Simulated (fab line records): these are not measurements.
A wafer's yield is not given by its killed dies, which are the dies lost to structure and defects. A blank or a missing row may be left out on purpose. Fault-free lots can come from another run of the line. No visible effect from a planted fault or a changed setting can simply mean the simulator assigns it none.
fab line records	flow sky130
record lots=11	wafers=33	last-day=50
route steps=708 shown FIELD_ISO@18 VT_ADJUST_NCORE@126 POLY_GATE@230
lots with no fault: from the same line, run without faults
start-h: the number of hours between the record's first day and the start of the first shown wafer of the lot	wait-h: hours since the lot's step before	" same as the row above	L1.1+2: a row that stands for several wafers	- either no value or no given start	* or withheld: withheld	< > ~ a bound
route shown NAME@n: a module of which the file shows steps, and the number in the route of the first	usual: the fault-free wafers' mean and standard deviation	same: alike in all rows	chamber/n: place in a boat	sites: per-site readings	_std_site: the standard deviation of these	_edge_site: inner sites' mean taken away from outer sites' mean	radius-mm: how far each site lies from the wafer's centre	mask NAME#n: copy n	behind: the last tool/chamber to shape the wafer	hold: the reason the lot was held/the length of the hold in hours/how it ended	device: transistor that didn't switch, given as n, p or np	end of line: the route-end tests of the same wafers	a step without rows: its recipe alone	killed: dies lost to structure and defects at the first sort, not the wafer's yield	map: dies across one wafer; x = killed, . = not, _ = none there
set.NAME: the setting the step ran with; set.NAME@STEP: the setting that earlier step ran with	model.NAME: the simulator's own value behind a step, which no gauge read
a sample of lots followed through the steps of the route, with each step as a table and each wafer as a row
services: the hour from which a tool's chamber was out of use, counted from the record's first day as start-h (under 0 if before that day), plus the number of hours and why
## steps
# step SKY_FIELD_ISO_ETCH_17
# recipe target-depth-a=3420	mask-material=Si3N4	chemistry=HBr/Cl2/O2	target=Si	taper-deg=5	icp-w=600	bias-w=150	pressure-mtorr=15	HBr_flow_sccm=150	Cl2_flow_sccm=40	O2_flow_sccm=6	time-s=97.7
# usual bias-w=150.1/0.41	drypump-motor-current-A=5.9/0.31	mfc-cl2-sccm=39.98/0.13	oes-product-au=1.001/0.0078	throttle-valve-pct=25.655/0.011
lot.wafer	tool	chamber	start-h	wait-h	bias-w	drypump-motor-current-A	mfc-cl2-sccm	oes-product-au	rf-hours-counter-h	throttle-valve-pct
L211.2	rie-si-02	2	27.98	0.1	150.0	6.0	40.03	1.004	39	25.647
L211.3	"	3	"	"	150.6	5.7	39.93	1.007	3	25.657
L211.6	"	1	"	"	150.6	5.8	39.99	0.988	-	25.672
L212.1	rie-si-02	2	33.99	0.1	150.3	5.9	39.78	1.000	39	25.657
L212.3	"	0	"	"	149.8	5.3	39.95	0.995	3	25.653
L212.6	"	1	"	"	150.0	5.8	40.02	0.991	-	25.649
L213.4	rie-si-02	2	39.27	0.0	150.8	6.0	39.72	0.999	39	25.659
L213.5	"	3	"	"	150.3	5.7	39.72	1.007	-	25.654
L213.6	"	0	"	"	149.9	5.3	39.96	0.990	-	25.662
L214.1	rie-si-01	1	44.59	0.1	150.0	6.4	40.21	1.019	103	25.640
L214.4	"	3	"	"	150.5	6.1	39.83	0.998	2	25.650
L214.5	"	3	"	"	149.7	6.1	40.10	1.018	-	25.650
L222.3	rie-si-01	1	85.49	0.0	149.2	6.4	40.05	1.010	103	25.660
L222.4	"	3	"	"	150.0	6.1	40.06	1.012	3	25.666
L222.5	"	0	"	"	171.0	5.8	40.09	1.032	-	25.643
L224.2	rie-si-02	0	95.54	0.1	149.9	5.3	40.02	0.988	4	25.656
L224.4	"	1	"	"	150.1	5.8	40.15	1.001	2	25.644
L224.6	"	2	"	"	149.3	5.9	40.02	0.998	-	25.661
L226.3	rie-si-02	1	106.54	0.0	149.5	5.9	40.17	0.996	2	25.665
L226.4	"	0	"	"	150.2	5.3	39.96	0.990	4	25.672
L226.5	"	2	"	"	149.4	5.9	40.01	1.003	-	25.657
L228.4	rie-si-02	2	120.57	0.0	149.7	5.9	40.03	0.996	39	25.656
L228.5	"	3	"	"	149.7	5.7	39.89	1.005	-	25.645
L228.6	"	2	"	"	150.4	5.9	39.89	0.998	-	25.641
L230.1	rie-si-02	1	129.29	0.1	150.6	5.9	40.00	1.003	2	25.676
L230.3	"	0	"	"	149.9	5.3	40.26	1.004	4	25.669
L230.5	"	3	"	"	150.3	5.7	39.86	0.997	-	25.663
L232.2	rie-si-02	3	140.32	0.1	150.5	5.7	40.23	0.994	4	25.661
L232.3	"	0	"	"	150.4	5.2	39.98	0.989	4	25.676
L232.5	"	3	"	"	149.7	5.7	40.34	1.000	-	25.656
L234.2	rie-si-02	3	151.49	0.1	149.8	5.7	39.87	1.007	4	25.643
L234.3	"	2	"	"	150.0	6.0	39.65	1.004	40	25.655
L234.4	"	3	"	"	149.5	5.7	39.93	1.016	-	25.645
# step SKY_FIELD_ISO_THK_MEAS_25
# recipe reads=SiO2_of_FIELD_ISO_CVD_24
# usual FIELD_ISO_CVD_24_THK=594/5.3
lot.wafer	tool	chamber	start-h	wait-h	FIELD_ISO_CVD_24_THK[nm]
L211.2	film-metro-04	-	29.85	0.0	591
L211.3	"	-	"	"	585
L211.6	"	-	"	"	586
L212.1	film-metro-03	-	36.45	0.0	595
L212.3	"	-	"	"	591
L212.6	"	-	"	"	591
L213.4	film-metro-04	-	42.70	0.0	587
L213.5	"	-	"	"	578
L213.6	"	-	"	"	590
L214.1	film-metro-01	-	46.28	0.0	587
L214.4	"	-	"	"	591
L214.5	"	-	"	"	592
L222.3	film-metro-03	-	87.65	0.1	586
L222.4	"	-	"	"	593
L222.5	"	-	"	"	600
L224.2	film-metro-04	-	98.23	0.0	602
L224.4	"	-	"	"	588
L224.6	"	-	"	"	597
L226.3	film-metro-03	-	109.96	0.1	587
L226.4	"	-	"	"	595
L226.5	"	-	"	"	596
L228.4	film-metro-03	-	123.67	0.0	589
L228.5	"	-	"	"	595
L228.6	"	-	"	"	594
L230.1	film-metro-03	-	131.48	0.0	588
L230.3	"	-	"	"	592
L230.5	"	-	"	"	588
L232.2	film-metro-01	-	142.95	0.0	599
L232.3	"	-	"	"	601
L232.5	"	-	"	"	606
L234.2	film-metro-03	-	153.14	0.0	594
L234.3	"	-	"	"	594
L234.4	"	-	"	"	598
# step SKY_VT_ADJUST_NCORE_CD_MEAS_07
# recipe target-cd-nm=380
# usual cd-nm=379.8/2.3
lot.wafer	tool	chamber	start-h	wait-h	cd-nm
L211.2	cd-sem-02	-	176.99	0.1	378.6
L211.3	"	-	"	"	383.5
L211.6	"	-	"	"	378.8
L212.1	cd-sem-01	-	189.84	0.1	380.0
L212.3	"	-	"	"	381.5
L212.6	"	-	"	"	379.6
L213.4	cd-sem-02	-	197.88	0.1	377.6
L213.5	"	-	"	"	378.1
L213.6	"	-	"	"	377.2
L214.1	cd-sem-02	-	200.22	0.1	379.8
L214.4	"	-	"	"	378.4
L214.5	"	-	"	"	381.1
L222.3	cd-sem-01	-	257.98	0.1	377.3
L222.4	"	-	"	"	373.2
L222.5	"	-	"	"	374.8
L224.2	cd-sem-02	-	272.31	0.1	379.4
L224.4	"	-	"	"	378.9
L224.6	"	-	"	"	378.9
L226.3	cd-sem-01	-	289.88	0.1	383.2
L226.4	"	-	"	"	383.7
L226.5	"	-	"	"	383.0
L228.4	cd-sem-01	-	310.73	0.1	382.0
L228.5	"	-	"	"	384.8
L228.6	"	-	"	"	380.7
L230.1	cd-sem-01	-	317.42	0.1	377.1
L230.3	"	-	"	"	377.7
L230.5	"	-	"	"	378.3
L232.2	cd-sem-02	-	335.16	0.1	377.3
L232.3	"	-	"	"	378.9
L232.5	"	-	"	"	378.4
L234.2	cd-sem-01	-	345.31	0.1	379.7
L234.3	"	-	"	"	379.6
L234.4	"	-	"	"	379.9
# step SKY_POLY_GATE_ETCH_16
# recipe stop-on=poly-Si	chemistry=CH3F/O2	target=Si3N4	source-w=400	bias-w=80	pressure-mtorr=25	ch3f-flow-sccm=40	O2_flow_sccm=30	time-s=147.5	target-depth-a=750
# usual bias-w=80.02/0.24	ch3f-flow-sccm=39.99/0.13	drypump-motor-current-A=5.6/0.56	oes-product-au=0.640/0.0049	throttle-valve-pct=10.536/0.0091
lot.wafer	tool	chamber	start-h	wait-h	bias-w	ch3f-flow-sccm	drypump-motor-current-A	oes-product-au	rf-hours-counter-h	throttle-valve-pct
L211.2	rie-diel-04	1	361.24	0.0	80.33	39.76	6.8	0.644	3	10.538
L211.3	"	0	"	"	80.18	40.01	5.1	0.648	15	10.547
L211.6	"	1	"	"	79.84	40.04	6.8	0.642	-	10.539
L212.1	rie-diel-02	1	375.41	0.0	80.03	40.15	6.0	0.638	76	10.524
L212.3	"	0	"	"	79.97	40.01	5.8	0.643	84	10.548
L212.6	"	3	"	"	80.02	39.74	5.8	0.635	-	10.531
L213.4	rie-diel-04	0	391.27	0.0	79.94	39.89	5.0	0.634	15	10.520
L213.5	"	1	"	"	80.21	40.21	6.8	0.639	-	10.538
L213.6	"	0	"	"	80.17	39.98	5.0	0.639	-	10.543
L214.1	rie-diel-03	1	399.46	0.0	80.16	40.03	4.8	0.646	87	10.548
L214.4	"	0	"	"	80.29	39.74	4.9	0.640	108	10.522
L214.5	"	0	"	"	80.24	39.99	4.9	0.646	-	10.525
L222.3	rie-diel-03	2	474.22	0.0	80.33	40.09	6.1	0.643	5	10.532
L222.4	"	0	"	"	79.68	40.13	4.9	0.638	1	10.534
L222.5	"	3	"	"	79.72	40.17	5.7	0.643	-	10.552
L224.2	rie-diel-03	3	485.62	0.0	79.79	39.96	5.7	0.643	96	10.541
L224.4	"	2	"	"	79.87	39.78	6.0	0.642	6	10.540
L224.6	"	2	"	"	79.79	39.91	6.1	0.645	-	10.555
L226.3	rie-diel-03	2	507.58	0.0	80.19	40.14	6.0	0.646	6	10.541
L226.4	"	1	"	"	80.53	40.08	4.8	0.642	-	10.542
L226.5	"	2	"	"	80.02	40.02	6.0	0.643	-	10.541
L228.4	rie-diel-04	1	543.82	0.0	79.97	39.90	6.8	0.636	7	10.544
L228.5	"	1	"	"	79.60	40.15	6.8	0.645	-	10.537
L228.6	"	0	"	"	80.05	40.16	5.0	0.632	-	10.540
L230.1	rie-diel-02	3	544.17	0.0	80.21	40.14	5.8	0.631	4	10.537
L230.3	"	2	"	"	79.86	40.01	5.5	0.643	59	10.520
L230.5	"	1	"	"	79.98	40.02	6.0	0.643	-	10.538
L232.2	rie-diel-03	2	556.81	0.0	80.00	39.86	6.1	0.644	7	10.545
L232.3	"	0	"	"	79.73	39.86	4.9	0.644	3	10.538
L232.5	"	0	"	"	79.87	39.81	4.9	0.638	-	10.542
L234.2	rie-diel-03	1	569.68	0.0	80.22	39.97	4.8	0.635	0	10.529
L234.3	"	3	"	"	80.28	39.81	5.7	0.632	1	10.536
L234.4	"	1	"	"	80.45	40.02	4.8	0.639	-	10.546
## services
tool	chamber	start-h	hours	kind
rie-diel-04	-	46.64	0.6	repair
rie-si-02	0	51.33	1.0	repair
rie-si-02	-	57.20	0.7	repair
rie-diel-04	-	68.74	2.8	pm
rie-si-02	2	72.88	8.3	repair
rie-diel-04	3	109.79	2.3	repair
rie-diel-03	-	114.59	0.7	repair
rie-diel-04	0	121.46	6.9	repair
rie-diel-04	2	122.31	4.3	repair
rie-si-02	1	136.88	111.6	repair
rie-diel-04	3	141.28	9.4	repair
rie-diel-03	0	174.73	27.3	repair
rie-diel-03	-	235.51	0.8	repair
rie-diel-04	3	244.30	5.5	repair
rie-diel-04	0	248.96	8.9	repair
rie-diel-03	0	272.24	3.1	repair
rie-diel-03	1	361.47	7.3	repair
rie-si-02	3	370.08	10.4	repair
rie-diel-03	-	414.43	0.5	repair
rie-si-02	2	456.65	1.9	repair
rie-diel-03	3	502.52	35.3	repair
rie-si-02	-	522.51	0.4	repair
rie-si-02	3	564.67	3.9	repair
rie-diel-03	0	568.53	1.9	repair
## key
first-sign step=SKY_FIELD_ISO_ETCH_17	reading=bias-w	direction=up	sigmas=51	usual=150.1	struck=171.0
effect step=SKY_FIELD_ISO_ETCH_17	reading=oes-product-au	direction=up	sigmas=3.9	usual=1.001	struck=1.032
met-at SKY_FIELD_ISO_ETCH_17
struck-lots L222
struck-wafers L222.5
tester-left-out L222
not-acting-at SKY_FIELD_ISO_THK_MEAS_25,SKY_VT_ADJUST_NCORE_CD_MEAS_07,SKY_POLY_GATE_ETCH_16
fault kind=process-parameter-drift	tool=rie-si-01	chamber=0	onset-h=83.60	steps=SKY_FIELD_ISO_ETCH_17	channel=bias-w	offset=21.275	shape=step	end-h=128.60	acts-in=these-recipes-only	stated=150
# tester-left-out: of these lots the tester's yield and bins aren't shown, on N5 and GAA mostly nor the transistor test; their killed dies are dies lost to structure and defects alone, not to doping, threshold or leakage, so they don't give the yield
